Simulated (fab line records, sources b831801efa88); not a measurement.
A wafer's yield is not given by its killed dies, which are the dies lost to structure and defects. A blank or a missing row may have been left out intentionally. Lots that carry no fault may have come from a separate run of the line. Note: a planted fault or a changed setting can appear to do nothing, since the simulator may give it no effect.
fab line records	flow gf180mcu
record: lots: 24	wafers: 72	last_day: 34
route steps=602 shown V2@386 MIM@509 M5@535
lots that met no fault: taken from a fault-free run of the same line
start_h: hours from the record's opening day to when the first of the lot's shown wafers began	wait_h: how many hours have passed since the lot's step before this one	" repeats the value in the row above	L1.1+2: one row covering several wafers at once	- value missing, or start not given	* or withheld: withheld	< > ~ a bound
route shown NAME@n: a module of which the file shows steps, and the number in the route of the first	usual: the fault-free wafers' mean and standard deviation	same: alike in all rows	chamber/n: place in a boat	sites: per-site readings	_std_site: their standard deviation	_edge_site: inner sites' mean taken away from outer sites' mean	radius_mm: how far each site lies from the wafer's centre	mask NAME#n: copy n	behind: the most recent tool/chamber to have shaped the wafer	hold: the reason the lot was held/the length of the hold in hours/how it ended	device: whichever transistor did not switch (one of n, p or np)	end of line: the route-end tests of the same wafers	where a step has no rows: the recipe by itself	killed: at the first sort, the dies lost to defects and structure; wafer yield is something else	map: per-die view of a wafer (x killed, . not killed, _ where there is no die)
set.NAME: the setting the step ran with; set.NAME@STEP: the setting that earlier step ran with	model.NAME: the simulator's own value behind a step, which no gauge read
one table for each step of the route and one row for each wafer, over a sample of lots
services: a tool's chamber out of use, with start hour (start_h, from the record's first day; less than 0 if before it), hours out, and reason
== steps ==
step: GF_V2_CMP_04
recipe: material: SiO2	down_force_psi: 4	platen_rpm: 60	pad_velocity_m_s: 0.94248
usual: head_pressure_psi: 4.000/0.009	motor_current_A: 12.0/0.97	slurry_filter_dp_kPa: 13.50/0.12	time_to_endpoint_s: 79/5.6
lot.wafer	tool	chamber	start_h	wait_h	head_pressure_psi	motor_current_A	slurry_filter_dp_kPa	time_to_endpoint_s
L074.3	cmp-01	3	442.45	0.1	3.988	12.7	13.52	79
L074.5	"	2	"	"	4.002	11.7	13.53	82
L074.6	"	3	"	"	4.005	12.2	13.45	80
L075.3	cmp-01	0	446.66	0.0	3.985	12.6	13.39	84
L075.2	"	2	"	"	4.003	12.0	13.55	85
L075.5	"	1	"	"	4.008	10.5	13.64	86
L076.4	cmp-02	1	463.71	0.2	3.993	10.8	13.62	80
L076.5	"	1	"	"	4.016	11.5	13.26	86
L076.6	"	2	"	"	3.993	12.6	13.53	86
L077.3	cmp-01	3	467.68	0.2	4.002	12.7	13.42	69
L077.5	"	0	"	"	4.000	13.4	13.36	81
L077.6	"	1	"	"	4.003	10.3	13.21	81
L078.1	cmp-01	0	478.33	0.1	3.984	12.1	13.32	78
L078.5	"	0	"	"	3.996	12.8	13.57	88
L078.6	"	1	"	"	3.987	10.2	13.65	85
L079.3	cmp-02	1	490.26	0.0	4.000	11.2	13.45	70
L079.4	"	2	"	"	4.002	13.0	13.35	74
L079.2	"	3	"	"	4.014	12.2	13.52	70
L080.1	cmp-01	3	497.69	0.1	3.989	12.5	13.27	81
L080.3	"	0	"	"	3.996	12.1	13.55	82
L080.2	"	2	"	"	4.003	12.1	13.59	85
L081.4	cmp-02	0	508.15	0.1	4.014	14.4	13.63	82
L081.2	"	1	"	"	3.992	11.0	13.62	77
L081.6	"	0	"	"	4.005	14.1	13.52	78
L082.3	cmp-02	1	516.49	0.0	3.999	10.9	13.52	82
L082.4	"	0	"	"	4.000	12.8	13.29	82
L082.5	"	1	"	"	3.994	10.8	13.72	84
L083.4	cmp-01	2	522.71	0.1	3.994	12.0	13.45	85
L083.1	"	3	"	"	3.992	12.9	13.51	75
L083.6	"	2	"	"	3.998	12.2	13.42	87
L084.4	cmp-01	0	535.59	0.0	3.997	13.7	13.58	78
L084.2	"	1	"	"	4.008	10.6	13.51	68
L084.1	"	3	"	"	4.001	12.3	13.36	71
L085.2	cmp-02	1	539.81	0.0	4.014	10.8	13.28	79
L085.3	"	2	"	"	4.002	12.7	13.55	71
L085.5	"	2	"	"	4.004	12.8	13.35	85
L086.1	cmp-01	3	550.41	0.1	3.987	12.2	13.74	78
L086.2	"	2	"	"	3.982	11.8	13.46	77
L086.6	"	3	"	"	3.991	13.2	13.64	78
L087.1	cmp-01	1	556.02	0.1	3.986	10.6	13.53	73
L087.4	"	2	"	"	3.989	11.6	13.50	81
L087.3	"	0	"	"	4.010	12.6	13.45	73
L088.2	cmp-01	2	563.45	0.1	4.009	11.6	13.61	78
L088.3	"	3	"	"	4.005	12.9	13.43	75
L088.5	"	1	"	"	4.005	10.5	13.48	86
L089.4	cmp-02	1	573.25	0.0	4.015	11.4	13.53	86
L089.3	"	3	"	"	4.007	12.1	13.46	78
L089.6	"	2	"	"	3.995	12.5	13.53	76
L090.3	cmp-01	0	578.04	0.0	3.997	12.9	13.60	78
L090.4	"	3	"	"	4.004	12.8	13.35	76
L090.5	"	1	"	"	3.987	10.8	13.39	83
L091.3	cmp-02	0	584.88	0.0	4.018	13.5	13.67	81
L091.2	"	3	"	"	3.997	12.4	13.48	82
L091.6	"	0	"	"	3.998	12.7	13.70	86
L092.3	cmp-01	2	594.86	0.1	4.002	11.6	13.63	74
L092.2	"	3	"	"	3.999	12.7	13.67	76
L092.5	"	2	"	"	4.005	12.0	13.54	90
L093.1	cmp-02	0	600.65	0.1	3.998	13.4	13.55	77
L093.5	"	0	"	"	4.007	14.4	13.70	80
L093.6	"	1	"	"	3.999	10.8	13.42	76
L094.3	cmp-02	1	607.84	0.0	3.993	11.2	13.39	85
L094.1	"	2	"	"	3.996	12.6	13.52	71
L094.5	"	1	"	"	3.994	10.9	13.45	82
L095.1	cmp-02	1	615.07	0.1	4.010	11.7	13.39	72
L095.4	"	2	"	"	3.993	12.6	13.48	77
L095.5	"	2	"	"	3.994	13.0	13.49	78
L096.3	cmp-01	2	624.87	0.0	4.011	12.2	13.41	74
L096.1	"	0	"	"	4.001	12.3	13.39	69
L096.5	"	2	"	"	4.010	12.1	13.38	76
L097.3	cmp-01	0	627.81	0.0	3.991	12.2	13.45	74
L097.5	"	0	"	"	3.992	13.1	13.69	86
L097.6	"	1	"	"	3.985	10.6	13.35	80
step: GF_MIM_THK_MEAS_06
recipe: reads: Si3N4_of_MIM_CVD_05
usual: MIM_CVD_05_THK: 42.0/0.57
lot.wafer	tool	chamber	start_h	wait_h	MIM_CVD_05_THK[nm]
L074.3	film_metro-04	-	567.93	0.0	41.4
L074.5	"	-	"	"	42.1
L074.6	"	-	"	"	42.4
L075.2	film_metro-01	-	571.68	0.0	42.3
L075.3	"	-	"	"	41.9
L075.5	"	-	"	"	42.5
L076.4	film_metro-02	-	587.43	0.0	42.6
L076.5	"	-	"	"	41.9
L076.6	"	-	"	"	42.4
L077.3	film_metro-01	-	590.53	0.0	41.6
L077.5	"	-	"	"	42.2
L077.6	"	-	"	"	42.9
L078.1	film_metro-02	-	598.83	0.0	40.1
L078.5	"	-	"	"	41.3
L078.6	"	-	"	"	41.9
L079.2	film_metro-01	-	610.53	0.0	41.6
L079.3	"	-	"	"	41.4
L079.4	"	-	"	"	41.9
L080.1	film_metro-02	-	617.05	0.0	41.4
L080.2	"	-	"	"	41.5
L080.3	"	-	"	"	41.1
L081.2	film_metro-01	-	626.46	0.0	42.3
L081.4	"	-	"	"	43.0
L081.6	"	-	"	"	42.8
L082.3	film_metro-02	-	633.36	0.0	41.0
L082.4	"	-	"	"	42.4
L082.5	"	-	"	"	41.7
L083.1	film_metro-04	-	638.58	0.0	42.1
L083.4	"	-	"	"	42.5
L083.6	"	-	"	"	42.7
L084.1	film_metro-01	-	648.81	0.0	41.8
L084.2	"	-	"	"	41.7
L084.4	"	-	"	"	42.5
L085.2	film_metro-04	-	653.93	0.0	41.9
L085.3	"	-	"	"	41.5
L085.5	"	-	"	"	41.8
L086.1	film_metro-04	-	663.08	0.0	40.8
L086.2	"	-	"	"	40.9
L086.6	"	-	"	"	41.0
L087.1	film_metro-01	-	669.11	0.0	42.0
L087.3	"	-	"	"	41.3
L087.4	"	-	"	"	42.6
L088.2	film_metro-04	-	675.79	0.0	41.6
L088.3	"	-	"	"	41.5
L088.5	"	-	"	"	42.7
L089.3	film_metro-02	-	685.28	0.0	42.0
L089.4	"	-	"	"	42.0
L089.6	"	-	"	"	42.4
L090.3	film_metro-04	-	688.38	0.0	41.8
L090.4	"	-	"	"	42.4
L090.5	"	-	"	"	42.1
L091.2	film_metro-01	-	695.66	0.0	42.6
L091.3	"	-	"	"	41.7
L091.6	"	-	"	"	42.9
L092.2	film_metro-04	-	703.58	0.0	41.8
L092.3	"	-	"	"	41.7
L092.5	"	-	"	"	42.1
L093.1	film_metro-01	-	708.78	0.0	41.8
L093.5	"	-	"	"	42.2
L093.6	"	-	"	"	42.6
L094.1	film_metro-02	-	715.88	0.0	41.9
L094.3	"	-	"	"	41.9
L094.5	"	-	"	"	42.3
L095.1	film_metro-04	-	720.68	0.0	41.6
L095.4	"	-	"	"	42.0
L095.5	"	-	"	"	42.6
L096.1	film_metro-01	-	729.70	0.0	42.0
L096.3	"	-	"	"	41.6
L096.5	"	-	"	"	41.7
L097.3	film_metro-01	-	732.80	0.0	42.4
L097.5	"	-	"	"	42.4
L097.6	"	-	"	"	42.9
step: GF_MIM_SPUTTER_07
recipe: material: TiN	target_thk_nm: 60	power_w: 6500	time_s: 50	chamber_pressure_pa: 0.4
usual: throttle_valve_pct: 29.8/0.97
same: time_s: 50
lot.wafer	tool	chamber	start_h	wait_h	throttle_valve_pct
L074.3	pvd_sputter-02	-	567.97	0.0	31.0
L074.5	"	-	"	"	30.7
L074.6	"	-	"	"	30.2
L075.2	pvd_sputter-01	-	571.73	0.0	30.1
L075.3	"	-	"	"	29.7
L075.5	"	-	"	"	30.3
L076.4	pvd_sputter-02	-	587.46	0.0	31.1
L076.5	"	-	"	"	30.1
L076.6	"	-	"	"	30.5
L077.3	pvd_sputter-04	-	590.57	0.0	29.5
L077.5	"	-	"	"	28.3
L077.6	"	-	"	"	29.5
L078.1	pvd_sputter-04	-	598.89	0.1	29.7
L078.5	"	-	"	"	28.3
L078.6	"	-	"	"	29.3
L079.2	pvd_sputter-04	-	610.58	0.0	31.2
L079.3	"	-	"	"	29.1
L079.4	"	-	"	"	29.8
L080.1	pvd_sputter-04	-	617.11	0.1	31.5
L080.2	"	-	"	"	28.2
L080.3	"	-	"	"	29.4
L081.2	pvd_sputter-01	-	626.51	0.0	29.5
L081.4	"	-	"	"	27.8
L081.6	"	-	"	"	30.2
L082.3	pvd_sputter-04	-	633.40	0.0	29.5
L082.4	"	-	"	"	28.3
L082.5	"	-	"	"	28.2
L083.1	pvd_sputter-04	-	638.64	0.1	31.1
L083.4	"	-	"	"	29.1
L083.6	"	-	"	"	29.5
L084.1	pvd_sputter-02	-	648.87	0.1	30.5
L084.2	"	-	"	"	29.6
L084.4	"	-	"	"	30.0
L085.2	pvd_sputter-02	-	653.98	0.0	30.2
L085.3	"	-	"	"	31.0
L085.5	"	-	"	"	30.6
L086.1	pvd_sputter-04	-	663.14	0.1	28.2
L086.2	"	-	"	"	31.5
L086.6	"	-	"	"	28.4
L087.1	pvd_sputter-01	-	669.17	0.1	29.9
L087.3	"	-	"	"	28.1
L087.4	"	-	"	"	30.1
L088.2	pvd_sputter-02	-	675.84	0.0	30.0
L088.3	"	-	"	"	31.2
L088.5	"	-	"	"	31.1
L089.3	pvd_sputter-02	-	685.32	0.0	29.8
L089.4	"	-	"	"	30.4
L089.6	"	-	"	"	31.2
L090.3	pvd_sputter-01	-	688.42	0.0	29.7
L090.4	"	-	"	"	29.7
L090.5	"	-	"	"	27.8
L091.2	pvd_sputter-01	-	695.71	0.0	30.3
L091.3	"	-	"	"	27.9
L091.6	"	-	"	"	29.6
L092.2	pvd_sputter-04	-	703.63	0.0	29.2
L092.3	"	-	"	"	29.8
L092.5	"	-	"	"	29.6
L093.1	pvd_sputter-04	-	708.84	0.1	28.0
L093.5	"	-	"	"	31.3
L093.6	"	-	"	"	29.1
L094.1	pvd_sputter-02	-	715.94	0.1	30.6
L094.3	"	-	"	"	29.9
L094.5	"	-	"	"	29.9
L095.1	pvd_sputter-01	-	720.74	0.1	29.8
L095.4	"	-	"	"	30.0
L095.5	"	-	"	"	29.8
L096.1	pvd_sputter-02	-	729.76	0.1	30.6
L096.3	"	-	"	"	30.0
L096.5	"	-	"	"	30.9
L097.3	pvd_sputter-04	-	732.84	0.0	27.9
L097.5	"	-	"	"	31.1
L097.6	"	-	"	"	28.2
step: GF_MIM_RS_MEAS_10
recipe: thk_meas_gauge: four-point-probe	reads: TiN_of_MIM_SPUTTER_09+AlCu_of_MIM_SPUTTER_08+TiN_of_MIM_SPUTTER_07
usual: MIM_ALCU_RS: 0.1592/0.002
lot.wafer	tool	chamber	start_h	wait_h	MIM_ALCU_RS[ohm/sq]
L074.3	film_metro-02	-	568.11	0.1	0.1558
L074.5	"	-	"	"	0.1573
L074.6	"	-	"	"	0.1571
L075.2	film_metro-02	-	571.85	0.0	0.1584
L075.3	"	-	"	"	0.1594
L075.5	"	-	"	"	0.1580
L076.4	film_metro-04	-	587.62	0.1	0.1573
L076.5	"	-	"	"	0.1581
L076.6	"	-	"	"	0.1584
L077.3	film_metro-04	-	590.71	0.1	0.1611
L077.5	"	-	"	"	0.1597
L077.6	"	-	"	"	0.1592
L078.1	film_metro-04	-	598.98	0.0	0.1625
L078.5	"	-	"	"	0.1608
L078.6	"	-	"	"	0.1629
L079.2	film_metro-01	-	610.70	0.0	0.1615
L079.3	"	-	"	"	0.1598
L079.4	"	-	"	"	0.1641
L080.1	film_metro-02	-	617.21	0.0	0.1606
L080.2	"	-	"	"	0.1611
L080.3	"	-	"	"	0.1607
L081.2	film_metro-02	-	626.63	0.0	0.1610
L081.4	"	-	"	"	0.1586
L081.6	"	-	"	"	0.1600
L082.3	film_metro-01	-	633.54	0.1	0.1573
L082.4	"	-	"	"	0.1557
L082.5	"	-	"	"	0.1564
L083.1	film_metro-01	-	638.74	0.0	0.1592
L083.4	"	-	"	"	0.1572
L083.6	"	-	"	"	0.1601
L084.1	film_metro-04	-	648.97	0.0	0.1598
L084.2	"	-	"	"	0.1561
L084.4	"	-	"	"	0.1587
L085.2	film_metro-01	-	654.10	0.0	0.1584
L085.3	"	-	"	"	0.1593
L085.5	"	-	"	"	0.1601
L086.1	film_metro-01	-	663.24	0.0	0.1613
L086.2	"	-	"	"	0.1602
L086.6	"	-	"	"	0.1625
L087.1	film_metro-04	-	669.26	0.0	0.1607
L087.3	"	-	"	"	0.1597
L087.4	"	-	"	"	0.1599
L088.2	film_metro-01	-	675.96	0.0	0.1542
L088.3	"	-	"	"	0.1558
L088.5	"	-	"	"	0.1560
L089.3	film_metro-04	-	685.46	0.1	0.1576
L089.4	"	-	"	"	0.1611
L089.6	"	-	"	"	0.1598
L090.3	film_metro-02	-	688.56	0.1	0.1608
L090.4	"	-	"	"	0.1612
L090.5	"	-	"	"	0.1602
L091.2	film_metro-04	-	695.83	0.0	0.1605
L091.3	"	-	"	"	0.1599
L091.6	"	-	"	"	0.1613
L092.2	film_metro-01	-	703.75	0.0	0.1563
L092.3	"	-	"	"	0.1574
L092.5	"	-	"	"	0.1562
L093.1	film_metro-04	-	708.94	0.0	0.1625
L093.5	"	-	"	"	0.1616
L093.6	"	-	"	"	0.1605
L094.1	film_metro-04	-	716.08	0.1	0.1602
L094.3	"	-	"	"	0.1566
L094.5	"	-	"	"	0.1596
L095.1	film_metro-01	-	720.84	0.0	0.1618
L095.4	"	-	"	"	0.1607
L095.5	"	-	"	"	0.1610
L096.1	film_metro-04	-	729.86	0.0	0.1599
L096.3	"	-	"	"	0.1572
L096.5	"	-	"	"	0.1588
L097.3	film_metro-04	-	732.98	0.1	0.1604
L097.5	"	-	"	"	0.1607
L097.6	"	-	"	"	0.1622
step: GF_M5_ETCH_09
recipe: chemistry: CF4/O2	target: Si3N4	target_depth_nm: 52	source_w: 800	bias_w: 150	pressure_mtorr: 150	cf4_flow_sccm: 80	O2_flow_sccm: 10	time_s: 11.6
usual: O2_flow_sccm: 10.001/0.027	drypump_motor_current_A: 5.7/0.39	oes_product_au: 0.997/0.012	throttle_valve_pct: 5.969/0.0094
same: time_s: 11.6
lot.wafer	tool	chamber	start_h	wait_h	O2_flow_sccm	drypump_motor_current_A	oes_product_au	rf_hours_counter_h	throttle_valve_pct
L074.3	rie_diel-01	0	611.60	0.0	9.989	5.8	1.000	69	5.984
L074.5	"	0	"	"	10.048	5.8	0.992	-	5.972
L074.6	"	3	"	"	10.011	5.4	1.007	-	5.964
L075.2	rie_diel-02	2	614.40	0.0	10.022	5.6	0.988	4	5.961
L075.3	"	0	"	"	9.995	6.0	0.990	2	5.988
L075.5	"	1	"	"	10.001	6.3	0.993	-	5.965
L076.4	rie_diel-01	1	629.62	0.0	10.014	6.1	0.996	-	5.953
L076.5	"	0	"	"	10.019	5.7	0.985	-	5.968
L076.6	"	2	"	"	10.008	5.1	1.008	-	5.965
L077.3	rie_diel-02	2	633.32	0.0	9.998	5.6	0.991	5	5.968
L077.5	"	1	"	"	10.010	6.3	0.994	-	5.965
L077.6	"	2	"	"	10.028	5.7	0.976	-	5.969
L078.1	rie_diel-02	3	641.47	0.0	10.041	5.2	0.994	0	5.972
L078.5	"	2	"	"	9.987	5.7	0.989	-	5.967
L078.6	"	1	"	"	9.975	6.3	0.986	-	5.968
L079.2	rie_diel-01	3	652.42	0.0	9.994	5.4	0.994	1	5.973
L079.3	"	0	"	"	10.043	5.8	0.988	0	5.966
L079.4	"	2	"	"	10.025	5.1	1.007	-	5.993
L080.1	rie_diel-02	2	658.57	0.0	9.974	5.7	0.988	6	5.977
L080.2	"	1	"	"	10.008	6.3	0.995	22	5.967
L080.3	"	3	"	"	9.979	5.2	0.981	1	5.975
L081.2	rie_diel-02	1	666.82	0.0	9.987	6.3	0.997	22	5.982
L081.4	"	3	"	"	9.969	5.3	1.004	1	5.957
L081.6	"	2	"	"	10.060	5.6	0.998	-	5.959
L082.3	rie_diel-02	3	673.10	0.0	10.016	5.2	0.996	1	5.965
L082.4	"	1	"	"	10.016	6.3	0.990	22	5.974
L082.5	"	2	"	"	9.981	5.6	0.994	-	5.952
L083.1	rie_diel-04	0	678.87	0.0	10.038	5.6	1.020	7	5.981
L083.4	"	0	"	"	10.004	5.6	1.015	-	5.960
L083.6	"	1	"	"	9.977	5.8	1.004	-	5.982
L084.1	rie_diel-01	2	688.95	0.0	10.028	5.1	1.020	41	5.960
L084.2	"	1	"	"	10.024	6.1	1.012	1	5.967
L084.4	"	0	"	"	9.958	5.8	1.005	1	5.970
L085.2	rie_diel-01	3	693.25	0.0	9.965	5.4	0.997	3	5.977
L085.3	"	0	"	"	9.952	5.7	1.001	1	5.981
L085.5	"	1	"	"	9.981	6.1	1.015	-	5.969
L086.1	rie_diel-01	2	702.40	0.0	9.990	5.0	1.016	42	5.978
L086.2	"	0	"	"	9.968	5.7	1.006	1	5.967
L086.6	"	2	"	"	10.024	5.1	1.008	-	5.954
L087.1	rie_diel-02	3	707.70	0.0	9.947	5.2	0.982	3	5.969
L087.3	"	1	"	"	9.997	6.3	0.994	24	5.973
L087.4	"	0	"	"	9.956	6.0	0.981	5	5.971
L088.2	rie_diel-02	0	714.20	0.0	10.006	6.1	0.987	5	5.964
L088.3	"	2	"	"	10.011	5.7	0.989	8	5.968
L088.5	"	1	"	"	10.011	6.3	0.994	-	5.952
L089.3	rie_diel-01	3	721.82	0.0	9.973	5.4	1.006	4	5.958
L089.4	"	2	"	"	9.989	5.1	1.014	43	5.978
L089.6	"	3	"	"	9.982	5.4	0.996	-	5.981
L090.3	rie_diel-01	2	726.27	0.0	9.993	5.1	1.020	43	5.976
L090.4	"	0	"	"	10.049	5.8	1.000	2	5.970
L090.5	"	2	"	"	9.989	5.0	1.012	-	5.978
L091.2	rie_diel-01	0	733.27	0.0	9.967	5.8	1.003	2	5.969
L091.3	"	2	"	"	10.010	5.1	1.006	43	5.970
L091.6	"	0	"	"	9.974	5.8	0.984	-	5.963
L092.2	rie_diel-02	0	740.50	0.0	9.993	6.0	0.976	6	5.971
L092.3	"	3	"	"	9.990	5.3	0.983	4	5.984
L092.5	"	1	"	"	9.986	6.3	0.994	-	5.969
L093.1	rie_diel-02	2	745.41	0.0	10.037	5.7	1.003	9	5.939
L093.5	"	0	"	"	10.006	6.1	0.980	-	5.961
L093.6	"	3	"	"	9.977	5.3	0.990	-	5.962
L094.1	rie_diel-02	0	751.75	0.0	10.009	6.1	0.985	7	5.961
L094.3	"	1	"	"	9.975	6.3	0.988	25	5.951
L094.5	"	3	"	"	10.025	5.3	0.982	-	5.964
L095.1	rie_diel-04	0	756.92	0.0	10.007	5.5	1.013	9	5.970
L095.4	"	3	"	"	10.012	5.5	0.994	26	5.967
L095.5	"	1	"	"	10.043	5.8	1.006	-	5.961
L096.1	rie_diel-01	2	764.32	0.0	9.988	5.1	1.008	45	5.963
L096.3	"	1	"	"	9.999	6.1	1.009	4	5.972
L096.5	"	1	"	"	10.019	6.1	1.013	-	5.971
L097.3	rie_diel-02	0	766.67	0.0	10.007	6.0	0.982	7	5.968
L097.5	"	2	"	"	9.989	5.6	0.995	-	5.977
L097.6	"	3	"	"	10.037	5.3	0.983	-	5.984
step: GF_M5_STRIP_11
recipe: chemistry: O2/N2	power_w: 1400	pressure_mtorr: 1500	platen_temp_c: 250	o2_flow_sccm: 3000	n2_flow_sccm: 300	overash_fraction: 0.5
usual: drypump_motor_current_A: 5.7/0.45	heater_power_w: 341/26	oes_product_au: 0.544/0.0051	strip_time_to_endpoint_s: 7.54/0.047
lot.wafer	tool	chamber	start_h	wait_h	drypump_motor_current_A	heater_power_w	oes_product_au	rf_hours_counter_h	strip_time_to_endpoint_s
L074.3	plasma_asher-01	0	611.77	0.1	5.2	334	0.545	-	7.57
L074.5	"	0	"	"	5.2	325	0.535	-	7.59
L074.6	"	1	"	"	5.6	299	0.535	-	7.59
L075.2	plasma_asher-01	1	614.54	0.1	5.6	288	0.538	49	7.53
L075.3	"	1	"	"	5.6	285	0.547	-	7.54
L075.5	"	0	"	"	5.2	334	0.537	-	7.51
L076.4	plasma_asher-03	0	629.77	0.1	5.8	343	0.538	-	7.53
L076.5	"	0	"	"	5.8	344	0.542	-	7.57
L076.6	"	1	"	"	6.2	373	0.544	-	7.53
L077.3	plasma_asher-03	0	633.49	0.1	5.8	338	0.543	-	7.56
L077.5	"	0	"	"	5.7	348	0.541	-	7.57
L077.6	"	1	"	"	6.2	382	0.544	-	7.58
L078.1	plasma_asher-01	1	641.61	0.1	5.6	288	0.548	52	7.54
L078.5	"	0	"	"	5.3	332	0.544	-	7.54
L078.6	"	1	"	"	5.6	291	0.550	-	7.56
L079.2	plasma_asher-01	1	652.67	0.1	5.6	290	0.544	53	7.57
L079.3	"	1	"	"	5.6	294	0.539	-	7.56
L079.4	"	0	"	"	5.2	336	0.558	-	7.56
L080.1	plasma_asher-03	1	658.71	0.1	6.2	355	0.547	24	7.50
L080.2	"	0	"	"	5.8	354	0.539	24	7.57
L080.3	"	1	"	"	6.2	365	0.549	-	7.57
L081.2	plasma_asher-02	0	666.96	0.1	4.9	371	0.544	106	7.49
L081.4	"	1	"	"	6.0	335	0.540	-	7.43
L081.6	"	0	"	"	4.9	368	0.543	-	7.49
L082.3	plasma_asher-03	1	673.27	0.1	6.3	374	0.545	-	7.61
L082.4	"	0	"	"	5.8	347	0.542	-	7.60
L082.5	"	1	"	"	6.3	369	0.549	-	7.60
L083.1	plasma_asher-01	0	679.01	0.1	5.3	337	0.545	56	7.54
L083.4	"	1	"	"	5.6	289	0.547	-	7.55
L083.6	"	0	"	"	5.2	338	0.550	-	7.51
L084.1	plasma_asher-03	1	689.09	0.1	6.2	375	0.547	27	7.44
L084.2	"	0	"	"	5.7	351	0.529	27	7.50
L084.4	"	1	"	"	6.2	366	0.545	-	7.50
L085.2	plasma_asher-02	1	693.39	0.1	6.0	339	0.541	109	7.54
L085.3	"	1	"	"	6.0	347	0.545	-	7.57
L085.5	"	0	"	"	4.9	362	0.547	-	7.54
L086.1	plasma_asher-01	0	702.65	0.2	5.2	336	0.550	58	7.60
L086.2	"	1	"	"	5.6	292	0.537	58	7.55
L086.6	"	1	"	"	5.6	291	0.553	-	7.61
L087.1	plasma_asher-02	1	707.84	0.1	6.0	348	0.550	110	7.54
L087.3	"	1	"	"	6.0	345	0.543	-	7.55
L087.4	"	0	"	"	4.9	360	0.553	-	7.53
L088.2	plasma_asher-03	1	714.45	0.1	6.2	367	0.537	30	7.54
L088.3	"	0	"	"	5.7	343	0.545	-	7.49
L088.5	"	1	"	"	6.3	369	0.553	-	7.55
L089.3	plasma_asher-01	1	722.10	0.1	5.6	295	0.543	-	7.62
L089.4	"	0	"	"	5.2	321	0.551	-	7.59
L089.6	"	1	"	"	5.6	291	0.549	-	7.61
L090.3	plasma_asher-02	1	726.44	0.1	6.0	348	0.546	-	7.51
L090.4	"	0	"	"	4.9	355	0.539	-	7.58
L090.5	"	0	"	"	4.9	355	0.539	-	7.51
L091.2	plasma_asher-02	1	733.41	0.1	6.0	339	0.545	113	7.50
L091.3	"	1	"	"	6.0	340	0.533	-	7.55
L091.6	"	1	"	"	6.0	341	0.546	-	7.57
L092.2	plasma_asher-03	0	740.64	0.1	5.8	340	0.550	32	7.63
L092.3	"	0	"	"	5.8	347	0.548	-	7.60
L092.5	"	0	"	"	5.8	350	0.541	-	7.55
L093.1	plasma_asher-03	1	745.54	0.1	6.2	370	0.547	33	7.43
L093.5	"	0	"	"	5.8	333	0.546	-	7.44
L093.6	"	1	"	"	6.3	373	0.537	-	7.53
L094.1	plasma_asher-02	0	751.89	0.1	4.9	355	0.536	1	7.57
L094.3	"	1	"	"	6.0	316	0.538	-	7.50
L094.5	"	1	"	"	6.1	318	0.539	-	7.59
L095.1	plasma_asher-03	0	757.05	0.1	5.8	341	0.550	34	7.55
L095.4	"	1	"	"	6.3	364	0.543	-	7.47
L095.5	"	0	"	"	5.8	348	0.550	-	7.48
L096.1	plasma_asher-02	1	764.45	0.1	6.0	311	0.537	2	7.51
L096.3	"	0	"	"	4.9	355	0.541	-	7.52
L096.5	"	1	"	"	6.0	315	0.539	-	7.44
L097.3	plasma_asher-03	1	766.84	0.1	6.3	376	0.546	-	7.52
L097.5	"	1	"	"	6.2	370	0.542	-	7.55
L097.6	"	0	"	"	5.8	352	0.540	-	7.54
== services ==
tool	chamber	start_h	hours	kind
plasma_asher-03	-	421.25	9.0	pm
pvd_sputter-04	-	421.33	7.1	repair
rie_diel-01	-	449.86	2.8	pm
cmp-01	-	451.21	1.6	repair
cmp-02	-	452.13	1.8	repair
cmp-01	-	458.10	6.6	pm
rie_diel-01	2	470.10	10.9	repair
rie_diel-02	2	472.44	5.7	repair
cmp-02	-	481.14	2.1	repair
cmp-02	-	493.75	1.3	repair
pvd_sputter-04	-	500.58	0.6	repair
cmp-01	-	504.83	0.3	repair
cmp-02	-	526.78	1.4	repair
pvd_sputter-04	-	528.48	2.1	repair
cmp-02	-	557.03	2.3	repair
rie_diel-01	1	564.07	4.9	repair
cmp-01	-	572.00	4.0	pm
cmp-01	-	591.56	1.3	repair
rie_diel-02	2	601.44	8.2	repair
cmp-01	-	618.59	0.9	repair
cmp-01	-	622.79	0.5	repair
rie_diel-02	0	649.50	7.2	repair
rie_diel-02	3	651.55	3.9	repair
rie_diel-02	3	760.63	4.9	repair
== key ==
fault none
